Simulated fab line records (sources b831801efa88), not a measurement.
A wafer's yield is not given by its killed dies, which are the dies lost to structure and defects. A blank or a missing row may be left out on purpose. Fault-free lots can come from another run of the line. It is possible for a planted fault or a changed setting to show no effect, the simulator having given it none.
Matching of chambers || flow gf180mcu || 4 sister chambers for GF_V4_ETCH_16 on rieDiel-02
The step etches BARC in N2/H2. 14 wafers are shown with their chamber, then 7 later ones without.

EACH WAFER AND ITS CHAMBER
{"wafer": "L075.2", "chamber": 3, "drypumpMotorCurrentA (A)": 5.2, "throttleValvePct (%)": 13.217, "biasW (W)": 99.9}
{"wafer": "L075.4", "chamber": 1, "drypumpMotorCurrentA (A)": 5.8, "throttleValvePct (%)": 13.248, "biasW (W)": 100.3}
{"wafer": "L075.6", "chamber": 2, "drypumpMotorCurrentA (A)": 4.8, "throttleValvePct (%)": 13.238, "biasW (W)": 99.9}
{"wafer": "L076.3", "chamber": 1, "drypumpMotorCurrentA (A)": 5.8, "throttleValvePct (%)": 13.234, "biasW (W)": 100.0}
{"wafer": "L076.4", "chamber": 2, "drypumpMotorCurrentA (A)": 4.8, "throttleValvePct (%)": 13.217, "biasW (W)": 100.2}
{"wafer": "L076.5", "chamber": 1, "drypumpMotorCurrentA (A)": 5.8, "throttleValvePct (%)": 13.240, "biasW (W)": 99.7}
{"wafer": "L078.1", "chamber": 1, "drypumpMotorCurrentA (A)": 5.8, "throttleValvePct (%)": 13.224, "biasW (W)": 100.0}
{"wafer": "L078.2", "chamber": 0, "drypumpMotorCurrentA (A)": 5.7, "throttleValvePct (%)": 13.218, "biasW (W)": 100.1}
{"wafer": "L078.6", "chamber": 2, "drypumpMotorCurrentA (A)": 4.9, "throttleValvePct (%)": 13.218, "biasW (W)": 100.4}
{"wafer": "L082.1", "chamber": 1, "drypumpMotorCurrentA (A)": 5.8, "throttleValvePct (%)": 13.235, "biasW (W)": 100.5}
{"wafer": "L082.3", "chamber": 2, "drypumpMotorCurrentA (A)": 4.8, "throttleValvePct (%)": 13.221, "biasW (W)": 100.4}
{"wafer": "L082.6", "chamber": 0, "drypumpMotorCurrentA (A)": 5.7, "throttleValvePct (%)": 13.234, "biasW (W)": 100.1}
{"wafer": "L085.2", "chamber": 0, "drypumpMotorCurrentA (A)": 5.7, "throttleValvePct (%)": 13.218, "biasW (W)": 99.6}
{"wafer": "L085.4", "chamber": 3, "drypumpMotorCurrentA (A)": 5.2, "throttleValvePct (%)": 13.201, "biasW (W)": 99.9}

SIGNATURES (means of the wafers above)
{"reading": "drypumpMotorCurrentA", "chamber 0": 5.700, "chamber 1": 5.800, "chamber 2": 4.825, "chamber 3": 5.200, "scatter within a chamber": 0.0274}
{"reading": "throttleValvePct", "chamber 0": 13.22333, "chamber 1": 13.23620, "chamber 2": 13.22350, "chamber 3": 13.20900, "scatter within a chamber": 0.00947}
{"reading": "biasW", "chamber 0": 99.933, "chamber 1": 100.100, "chamber 2": 100.225, "chamber 3": 99.900, "scatter within a chamber": 0.267}
Rule: distance of a wafer from a chamber = root of the sum over the readings of ((wafer's reading minus chamber's mean) / reading's scatter) squared. If the next closest chamber is less than 2 further off than the closest, the wafer can't be placed; otherwise it belongs to the closest. The scatter: the root of (the sum of the squares of (reading less its chamber's mean) over the shown wafers, divided by (wafers less chambers)).

WAFERS MISSING THEIR CHAMBER
{"wafer": "L085.6", "drypumpMotorCurrentA (A)": 5.8, "throttleValvePct (%)": 13.228, "biasW (W)": 100.3}
{"wafer": "L089.3", "drypumpMotorCurrentA (A)": 5.8, "throttleValvePct (%)": 13.224, "biasW (W)": 99.4}
{"wafer": "L089.5", "drypumpMotorCurrentA (A)": 5.7, "throttleValvePct (%)": 13.225, "biasW (W)": 100.0}
{"wafer": "L089.6", "drypumpMotorCurrentA (A)": 5.8, "throttleValvePct (%)": 13.220, "biasW (W)": 100.1}
{"wafer": "L092.1", "drypumpMotorCurrentA (A)": 5.7, "throttleValvePct (%)": 13.220, "biasW (W)": 100.0}
{"wafer": "L092.3", "drypumpMotorCurrentA (A)": 5.7, "throttleValvePct (%)": 13.229, "biasW (W)": 99.8}
{"wafer": "L092.5", "drypumpMotorCurrentA (A)": 5.8, "throttleValvePct (%)": 13.234, "biasW (W)": 100.5}

THE CHAMBER EACH PASSED THROUGH
{"wafer": "L085.6", "from the rows above": 1, "in truth": 1}
{"wafer": "L089.3", "from the rows above": "can't be placed: 1 or 0", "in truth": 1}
{"wafer": "L089.5", "from the rows above": 0, "in truth": 0}
{"wafer": "L089.6", "from the rows above": 1, "in truth": 1}
{"wafer": "L092.1", "from the rows above": 0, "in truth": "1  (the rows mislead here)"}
{"wafer": "L092.3", "from the rows above": 0, "in truth": 0}
{"wafer": "L092.5", "from the rows above": 1, "in truth": 1}
Correctly placed: 5 of 7. From these rows, 1 cannot be placed; in 1 the true chamber is one of the candidates. Wrongly placed: 1.
